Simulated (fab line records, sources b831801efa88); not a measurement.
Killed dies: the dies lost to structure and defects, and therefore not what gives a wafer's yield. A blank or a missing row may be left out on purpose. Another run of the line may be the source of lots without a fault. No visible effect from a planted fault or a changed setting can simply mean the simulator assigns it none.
What tool caused it? | flow sky130 | Sampling: 12 lots, 36 wafers, 5 of 708 route steps

WHAT THE GAUGES READ, wafer by wafer
The record holds no reading of a measuring or inspecting step that can be judged against a usual standard deviation.

WHICH TOOL RAN EACH LOT (tool, then ch and the chambers of the sampled wafers, then the start)
lot  | SKY_VIA3_CMP_24               | SKY_METAL4_SPUTTER_01       | SKY_METAL4_SPUTTER_03       | SKY_CAP2M_SOFTBAKE_08            | SKY_PAD_OPEN_PROBE_99
L907 | cmp-01 ch 1,2,3, day 40 00:34 | pvdSputter-03, day 40 00:47 | pvdSputter-03, day 40 00:51 | lithoTrack-02 ch 0, day 40 13:19 | -
L908 | cmp-01 ch 2,3, day 40 04:07   | pvdSputter-02, day 40 04:26 | pvdSputter-02, day 40 04:31 | lithoTrack-02 ch 0, day 40 17:35 | -
L912 | cmp-02 ch 2,3, day 41 09:29   | pvdSputter-02, day 41 09:49 | pvdSputter-02, day 41 09:52 | lithoTrack-03 ch 0, day 41 21:50 | -
L913 | cmp-02 ch 1,2,3, day 42 00:19 | pvdSputter-01, day 42 00:32 | pvdSputter-01, day 42 00:36 | lithoTrack-02 ch 0, day 42 12:40 | -
L915 | cmp-01 ch 0,1,3, day 42 18:47 | pvdSputter-02, day 42 19:04 | pvdSputter-02, day 42 19:07 | lithoTrack-02 ch 0, day 43 06:47 | -
L918 | cmp-01 ch 0,1,2, day 43 19:03 | pvdSputter-03, day 43 19:19 | pvdSputter-03, day 43 19:23 | lithoTrack-01 ch 0, day 44 06:54 | -
L917 | cmp-02 ch 1,2,3, day 43 22:13 | pvdSputter-03, day 43 22:29 | pvdSputter-03, day 43 22:33 | lithoTrack-02 ch 0, day 44 09:47 | -
L920 | cmp-02 ch 0,1,3, day 44 11:55 | pvdSputter-02, day 44 12:05 | pvdSputter-02, day 44 12:09 | lithoTrack-02 ch 0, day 44 23:28 | -
L923 | cmp-02 ch 0,1,3, day 45 02:22 | pvdSputter-02, day 45 02:35 | pvdSputter-02, day 45 02:39 | lithoTrack-03 ch 0, day 45 12:59 | -
L924 | cmp-01 ch 0,1,3, day 45 02:50 | pvdSputter-01, day 45 03:10 | pvdSputter-01, day 45 03:13 | lithoTrack-01 ch 0, day 45 14:18 | -
L925 | cmp-01 ch 0,1,2, day 45 09:25 | pvdSputter-01, day 45 09:41 | pvdSputter-01, day 45 09:46 | lithoTrack-03 ch 0, day 45 20:50 | prober-02, day 50 11:15
L928 | cmp-02 ch 0,1,2, day 46 00:52 | pvdSputter-03, day 46 01:11 | pvdSputter-03, day 46 01:15 | lithoTrack-03 ch 0, day 46 11:17 | -
- SKY_VIA3_CMP_24: polishes, stops on SiO2, t overpolish 20 s, target thk 0 nm.
- SKY_METAL4_SPUTTER_01: material TiN, target thk 20 nm, time 16.7 s.
- SKY_METAL4_SPUTTER_03: material Ti, target thk 5 nm, time 3.3 s.
- SKY_CAP2M_SOFTBAKE_08: time 60 s.
- SKY_PAD_OPEN_PROBE_99

WHAT THE TOOLS THEMSELVES READ (means of the sampled wafers that have a number; where no wafer has one, the mark that the record gives instead)
SKY_VIA3_CMP_24.
lot  | tool   | motorCurrentA (A) | overpolishRunS (s) | slurryFilterDpKPa (kPa) | timeToEndpointS (s)
L907 | cmp-01 | 12.0              | 19.994             | 13.42                   | 97
L908 | cmp-01 | 11.9              | 20.011             | 13.61                   | 99
L912 | cmp-02 | 11.1              | 20.010             | 13.45                   | 97
L913 | cmp-02 | 11.6              | 19.996             | 13.59                   | 92
L915 | cmp-01 | 12.2              | 19.993             | 13.43                   | 95
L918 | cmp-01 | 11.2              | 20.006             | 13.52                   | 99
L917 | cmp-02 | 11.7              | 19.997             | 13.32                   | 97
L920 | cmp-02 | 11.6              | 19.996             | 13.48                   | 92
L923 | cmp-02 | 12.0              | 20.000             | 13.48                   | 96
L924 | cmp-01 | 12.2              | 19.997             | 13.39                   | 101
L925 | cmp-01 | 11.5              | 20.006             | 13.54                   | 95
L928 | cmp-02 | 11.9              | 19.999             | 13.50                   | 95

SKY_METAL4_SPUTTER_01.
lot  | tool          | throttleValvePct (%)
L907 | pvdSputter-03 | 30.0
L908 | pvdSputter-02 | 29.0
L912 | pvdSputter-02 | 29.0
L913 | pvdSputter-01 | 28.7
L915 | pvdSputter-02 | 30.0
L918 | pvdSputter-03 | 29.9
L917 | pvdSputter-03 | 30.1
L920 | pvdSputter-02 | 30.1
L923 | pvdSputter-02 | 31.1
L924 | pvdSputter-01 | 29.5
L925 | pvdSputter-01 | 29.0
L928 | pvdSputter-03 | 30.4

SKY_METAL4_SPUTTER_03.
lot  | tool          | throttleValvePct (%)
L907 | pvdSputter-03 | 30.1
L908 | pvdSputter-02 | 29.2
L912 | pvdSputter-02 | 29.1
L913 | pvdSputter-01 | 28.6
L915 | pvdSputter-02 | 30.0
L918 | pvdSputter-03 | 29.9
L917 | pvdSputter-03 | 30.1
L920 | pvdSputter-02 | 30.2
L923 | pvdSputter-02 | 31.3
L924 | pvdSputter-01 | 29.6
L925 | pvdSputter-01 | 29.0
L928 | pvdSputter-03 | 30.5

SKY_CAP2M_SOFTBAKE_08.
lot  | tool          | exhaustPa (Pa) | heaterPowerTotalW (W) | plateTempC (C)
L907 | lithoTrack-02 | 45.1           | 56.61                 | 90.04
L908 | lithoTrack-02 | 45.0           | 56.55                 | 90.04
L912 | lithoTrack-03 | 44.9           | 56.63                 | 90.13
L913 | lithoTrack-02 | 45.7           | 56.65                 | 89.94
L915 | lithoTrack-02 | 45.7           | 56.57                 | 90.10
L918 | lithoTrack-01 | 45.1           | 56.59                 | 90.07
L917 | lithoTrack-02 | 43.8           | 54.20                 | 87.32
L920 | lithoTrack-02 | 45.5           | 54.20                 | 87.49
L923 | lithoTrack-03 | 44.2           | 56.63                 | 90.17
L924 | lithoTrack-01 | 45.7           | 56.59                 | 89.99
L925 | lithoTrack-03 | 45.1           | 56.63                 | 89.98
L928 | lithoTrack-03 | 43.3           | 56.60                 | 89.99

SKY_PAD_OPEN_PROBE_99.
lot  | tool      | defectLimitedYield (%) | killed_at_M0_to_M3 | killed_at_M4_up | killedAtContacts | killedAtFrontEnd | killedAtOther | killedDies | killedOpen | killedShort | sort_bin_3_pad_short (%) | sort_bin_5_function (%) | sort_bin_6_memory (%) | sortNPass | sortYieldPct (%)
L925 | prober-02 | 83.5                   | 43                 | 3.3             | 21               | 14               | 0.0           | 81         | 43         | 38          | 0.7                      | 10.0                    | 5.8                   | 411       | 83.5

THE ANSWER, worked out from the rows above alone
Rule: the lots themselves supply what counts as usual. The widest of any qualifying gaps counts: lots, ordered by their means at a reading, are off when they make up no more than a third of the lots, leave a main group of 4 or more, and stand apart from it by 3 or more times the standard deviation of that group's means. If all means in a main group match to the digits the tables above print for the reading, that group is not used. Also off: a lot with no number at a reading for which 4 or more lots have one. Any other lot the step has rows for is counted as sound. After the gauges, taken in route order, come the tools' own readings; for these a lot's mean is taken, as printed above. At the first step where some lot is off, the reading lying furthest off is the one used; lots without a number count as furthest.
Off: L917, L920 (SKY_CAP2M_SOFTBAKE_08, heaterPowerTotalW). The main group: mean 56.61 W, standard deviation 0.029.
If a tool, at that step or one of the process steps before it, ran each lot that is off and ran no sound lot following the first of them, it fits. One candidate fits, namely lithoTrack-02 at SKY_CAP2M_SOFTBAKE_08. Its last sound lot is L915 (day 43 06:47), its first lot that is off L917 (day 44 09:47): a fault that began between those two fits.
The tool's own readings at SKY_CAP2M_SOFTBAKE_08 bear it out: on the lots that are off they differ by more than 5 times the standard deviation of the sound lots' means. heaterPowerTotalW reads 54.20 W there against 56.61 W on the sound lots; plateTempC reads 87.41 C there against 90.05 C on the sound lots.

WHAT WAS PUT IN BY THE SIMULATOR
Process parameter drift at SKY_CAP2M_SOFTBAKE_08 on lithoTrack-02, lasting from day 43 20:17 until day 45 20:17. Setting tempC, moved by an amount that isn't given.
Lots struck among those shown: L917, L920. The rule given above showed the same thing.
